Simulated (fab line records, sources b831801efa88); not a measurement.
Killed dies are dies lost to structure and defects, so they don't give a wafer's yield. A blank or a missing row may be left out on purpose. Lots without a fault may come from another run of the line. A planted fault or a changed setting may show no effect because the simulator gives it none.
Which tool did it? | flow sky130 | 24 lots, 72 wafers sampled, at 5 steps of a route of 708

WHAT THE GAUGES READ, wafer by wafer
SKY_SD_N_TW_MEAS_12.
lot  | measured     | on            | SD_N_TW
L074 | day 27 18:23 | film_metro-02 | 3939 3962 3934
L075 | day 27 23:01 | film_metro-02 | 3924 3926 3947
L076 | day 28 17:10 | film_metro-02 | 4000 3979 3983
L077 | day 28 20:14 | film_metro-02 | 3945 3938 3951
L078 | day 29 19:41 | film_metro-03 | 3927 3952 3942
L079 | day 29 22:11 | film_metro-03 | 3983 3988 3974
L080 | day 30 01:49 | film_metro-02 | 3964 3938 3911
L081 | day 30 08:53 | film_metro-03 | 3925 3935 3939
L082 | day 30 23:40 | film_metro-02 | 3922 3929 3925
L083 | day 31 10:30 | film_metro-04 | 3995 3981 3980
L085 | day 31 18:26 | film_metro-03 | 3942 3948 3946
L084 | day 31 19:57 | film_metro-04 | 3978 3978 3988
L086 | day 31 21:41 | film_metro-02 | 3992 3996 3974
L087 | day 32 13:22 | film_metro-02 | 3905 3918 3940
L088 | day 32 20:43 | film_metro-04 | 3987 3994 4008
L089 | day 33 05:55 | film_metro-03 | 3971 3933 3948
L090 | day 33 12:12 | film_metro-04 | 4002 4018 4027
L091 | day 33 17:43 | film_metro-03 | 3965 3929 3951
L092 | day 34 00:28 | film_metro-02 | 3954 3970 3970
L093 | day 34 03:13 | film_metro-02 | 3954 3947 3949
L094 | day 34 05:53 | film_metro-03 | 3944 3942 3940
L095 | day 34 12:56 | film_metro-03 | 3954 3954 3964
L096 | day 35 00:58 | film_metro-04 | 3979 4009 4007
L097 | day 35 18:08 | film_metro-02 | 4001 3983 3991

SKY_METAL1_THK_MEAS_06: measures by xrf.
lot  | measured     | on            | METAL1_ALCU_THK (nm)
L074 | day 31 12:23 | film_metro-01 | 251 252 251
L075 | day 31 16:52 | film_metro-03 | 250 253 250
L076 | day 32 11:20 | film_metro-01 | 250 250 252
L077 | day 32 13:44 | film_metro-01 | 244 244 245
L078 | day 33 11:11 | film_metro-03 | 250 249 247
L079 | day 33 14:11 | film_metro-02 | 250 250 253
L080 | day 33 17:41 | film_metro-01 | 248 249 249
L081 | day 33 23:59 | film_metro-02 | 249 246 247
L082 | day 34 13:53 | film_metro-02 | 252 253 248
L083 | day 35 01:52 | film_metro-02 | 250 252 251
L085 | day 35 09:41 | film_metro-02 | 250 251 246
L084 | day 35 10:17 | film_metro-02 | 248 245 247
L086 | day 35 10:35 | film_metro-03 | 246 250 251
L087 | day 36 03:25 | film_metro-03 | 250 247 253
L088 | day 36 11:11 | film_metro-01 | 249 250 250
L089 | day 36 18:53 | film_metro-02 | 252 252 250
L090 | day 37 00:38 | film_metro-01 | 247 243 245
L091 | day 37 07:44 | film_metro-02 | 247 251 248
L092 | day 37 13:16 | film_metro-02 | 253 251 253
L093 | day 37 16:35 | film_metro-03 | 252 250 250
L094 | day 37 18:59 | film_metro-01 | 247 249 248
L095 | day 38 01:38 | film_metro-01 | 241 243 245
L096 | day 38 14:11 | film_metro-01 | 250 249 249
L097 | day 39 05:23 | film_metro-03 | 250 247 248

SKY_CAP2M_RS_MEAS_03: measures by four-point-probe.
lot  | measured     | on            | CAP2M_TIN_RS (ohm/sq)
L074 | day 39 15:48 | film_metro-03 | 6.98 6.92 7.03
L075 | day 39 17:01 | film_metro-04 | 6.87 6.87 6.77
L076 | day 40 11:05 | film_metro-01 | 6.85 6.92 6.99
L077 | day 40 13:53 | film_metro-03 | 6.92 6.93 6.87
L078 | day 41 09:21 | film_metro-04 | 6.76 6.85 6.84
L079 | day 41 10:48 | film_metro-01 | 6.97 6.96 6.96
L080 | day 41 15:00 | film_metro-01 | 6.97 7.01 7.04
L081 | day 41 19:55 | film_metro-04 | 6.91 6.88 6.87
L082 | day 42 06:00 | film_metro-03 | 6.95 6.93 6.91
L083 | day 42 19:39 | film_metro-04 | 6.85 6.93 6.91
L085 | day 43 01:56 | film_metro-01 | 7.00 6.97 7.03
L084 | day 43 03:10 | film_metro-01 | 7.00 6.95 7.02
L086 | day 43 03:28 | film_metro-04 | 7.00 6.97 7.00
L087 | day 43 18:03 | film_metro-04 | 6.90 6.81 6.79
L088 | day 44 00:25 | film_metro-04 | 6.93 6.91 6.90
L089 | day 44 06:05 | film_metro-01 | 6.92 6.89 6.87
L090 | day 44 12:16 | film_metro-04 | 6.93 6.85 6.84
L091 | day 44 18:18 | film_metro-03 | 6.88 6.87 6.89
L092 | day 44 23:13 | film_metro-04 | 7.06 7.03 7.13
L093 | day 45 02:03 | film_metro-03 | 7.04 7.10 7.02
L094 | day 45 04:53 | film_metro-01 | 6.86 6.93 6.90
L095 | day 45 07:53 | film_metro-03 | 6.94 6.90 6.91
L096 | day 45 19:27 | film_metro-03 | 6.96 6.96 6.99
L097 | day 46 07:23 | film_metro-04 | 7.11 7.10 7.12

WHICH TOOL RAN EACH LOT (tool, then ch and the chambers of the sampled wafers, then the start)
lot  | SKY_METAL3_STRIP_19                  | SKY_CAP2M_CVD_00
L074 | plasma_asher-02 ch 0,1, day 38 12:31 | pecvd-02 ch 0,1, day 39 15:37
L075 | plasma_asher-04 ch 0,1, day 38 13:16 | pecvd-04 ch 0,1,2, day 39 16:47
L076 | plasma_asher-04 ch 0,1, day 39 07:40 | pecvd-02 ch 0,2, day 40 10:51
L077 | plasma_asher-02 ch 0,1, day 39 10:24 | pecvd-03 ch 0,1, day 40 13:41
L078 | plasma_asher-02 ch 0,1, day 40 06:10 | pecvd-02 ch 0,1, day 41 09:08
L079 | plasma_asher-01 ch 0,1, day 40 07:47 | pecvd-03 ch 0,1,2, day 41 10:36
L080 | plasma_asher-02 ch 0,1, day 40 11:43 | pecvd-04 ch 0,1,2, day 41 14:49
L081 | plasma_asher-04 ch 0,1, day 40 17:11 | pecvd-03 ch 0,1,2, day 41 19:43
L082 | plasma_asher-04 ch 0,1, day 41 03:26 | pecvd-03 ch 0,2, day 42 05:46
L083 | plasma_asher-02 ch 0,1, day 41 17:01 | pecvd-02 ch 0,1,2, day 42 19:26
L085 | plasma_asher-04 ch 0,1, day 42 00:19 | pecvd-03 ch 0,2, day 43 01:44
L084 | plasma_asher-04 ch 0,1, day 42 01:09 | pecvd-04 ch 0,1,2, day 43 02:58
L086 | plasma_asher-02 ch 0, day 42 01:34   | pecvd-03 ch 0,2, day 43 03:14
L087 | plasma_asher-02 ch 0,1, day 42 16:28 | pecvd-02 ch 0,1, day 43 17:52
L088 | plasma_asher-02 ch 0,1, day 42 22:28 | pecvd-02 ch 1,2, day 44 00:09
L089 | plasma_asher-01 ch 0,1, day 43 04:15 | pecvd-03 ch 0,2, day 44 05:53
L090 | plasma_asher-01 ch 0,1, day 43 10:22 | pecvd-03 ch 0,1,2, day 44 12:03
L091 | plasma_asher-04 ch 0,1, day 43 17:12 | pecvd-03 ch 1,2, day 44 18:07
L092 | plasma_asher-01 ch 0,1, day 43 21:55 | pecvd-02 ch 1,2, day 44 22:59
L093 | plasma_asher-04 ch 0,1, day 44 00:27 | pecvd-04 ch 0,1, day 45 01:52
L094 | plasma_asher-04 ch 0,1, day 44 03:57 | pecvd-04 ch 0,1,2, day 45 04:41
L095 | plasma_asher-01 ch 0,1, day 44 06:47 | pecvd-04 ch 0,1, day 45 07:42
L096 | plasma_asher-01 ch 0,1, day 44 19:26 | pecvd-02 ch 0,2, day 45 19:16
L097 | plasma_asher-04 ch 0,1, day 45 07:33 | pecvd-02 ch 1,2, day 46 07:10
- SKY_METAL3_STRIP_19: strips in O2/N2.
- SKY_CAP2M_CVD_00: deposits SiO2, target thk 15.5 nm.

WHAT THE TOOLS THEMSELVES READ (means of the sampled wafers that have a number; where no wafer has one, the mark that the record gives instead)
SKY_METAL3_STRIP_19.
lot  | tool            | drypump_motor_current_A (A) | n2_flow_sccm (sccm) | oes_product_au (a.u.) | strip_time_to_endpoint_s (s)
L074 | plasma_asher-02 | 5.7                         | 299.7               | 0.508                 | 6.62
L075 | plasma_asher-04 | 6.3                         | 299.8               | 0.511                 | 6.64
L076 | plasma_asher-04 | 6.4                         | 300.3               | 0.502                 | 6.51
L077 | plasma_asher-02 | 5.7                         | 299.7               | 0.504                 | 6.60
L078 | plasma_asher-02 | 5.7                         | 300.1               | 0.486                 | 6.27
L079 | plasma_asher-01 | 5.3                         | 301.2               | 0.499                 | 6.52
L080 | plasma_asher-02 | 5.7                         | 300.0               | 0.490                 | 6.34
L081 | plasma_asher-04 | 6.4                         | 300.0               | 0.506                 | 6.53
L082 | plasma_asher-04 | 6.4                         | 299.9               | 0.501                 | 6.49
L083 | plasma_asher-02 | 5.7                         | 299.7               | 0.504                 | 6.62
L085 | plasma_asher-04 | 6.3                         | 300.2               | 0.499                 | 6.47
L084 | plasma_asher-04 | 6.4                         | 301.0               | 0.496                 | 6.46
L086 | plasma_asher-02 | 5.6                         | 300.2               | 0.504                 | 6.62
L087 | plasma_asher-02 | 5.7                         | 300.5               | 0.493                 | 6.28
L088 | plasma_asher-02 | 5.7                         | 299.1               | 0.508                 | 6.59
L089 | plasma_asher-01 | 5.7                         | 298.4               | 0.502                 | 6.42
L090 | plasma_asher-01 | 5.8                         | 300.1               | 0.501                 | 6.58
L091 | plasma_asher-04 | 6.3                         | 301.2               | 0.500                 | 6.58
L092 | plasma_asher-01 | 5.7                         | 299.5               | 0.505                 | 6.59
L093 | plasma_asher-04 | 6.4                         | 300.2               | 0.503                 | 6.61
L094 | plasma_asher-04 | 6.4                         | 300.0               | 0.498                 | 6.47
L095 | plasma_asher-01 | 5.7                         | 299.7               | 0.500                 | 6.54
L096 | plasma_asher-01 | 5.8                         | 299.3               | 0.503                 | 6.53
L097 | plasma_asher-04 | 6.4                         | 300.8               | 0.510                 | 6.67

SKY_CAP2M_CVD_00.
lot  | tool     | heater_power_w (W)
L074 | pecvd-02 | 773
L075 | pecvd-04 | 647
L076 | pecvd-02 | 794
L077 | pecvd-03 | 805
L078 | pecvd-02 | 748
L079 | pecvd-03 | 789
L080 | pecvd-04 | 670
L081 | pecvd-03 | 747
L082 | pecvd-03 | 798
L083 | pecvd-02 | 708
L085 | pecvd-03 | 843
L084 | pecvd-04 | 646
L086 | pecvd-03 | 800
L087 | pecvd-02 | 744
L088 | pecvd-02 | 756
L089 | pecvd-03 | 772
L090 | pecvd-03 | 810
L091 | pecvd-03 | 699
L092 | pecvd-02 | 780
L093 | pecvd-04 | 667
L094 | pecvd-04 | 675
L095 | pecvd-04 | 679
L096 | pecvd-02 | 805
L097 | pecvd-02 | 802

THE ANSWER, worked out from the rows above alone
Rule: what is usual is taken from the lots themselves. Put in order of their means at a reading, lots are off if they are a third of the lots or fewer, leave a main group of 4 or more, and stand apart from it by a gap of 3 or more times the standard deviation of the main group's means; of several such gaps the widest counts. A main group whose means are all the same, to the digits that the tables above print for the reading, isn't used. A lot without any number at a reading at which 4 lots or more have one is off too. The other lots that the step has rows for count as sound. The gauges are gone through in route order, then the tools' own readings, and for those a lot's mean is taken as printed above. The first step at which some lot is off is used, and at that step the reading that is off furthest; a lot without a number counts as furthest.
No lot is off at any reading shown: from this, nothing can be told.

WHAT THE SIMULATOR HAD PUT IN
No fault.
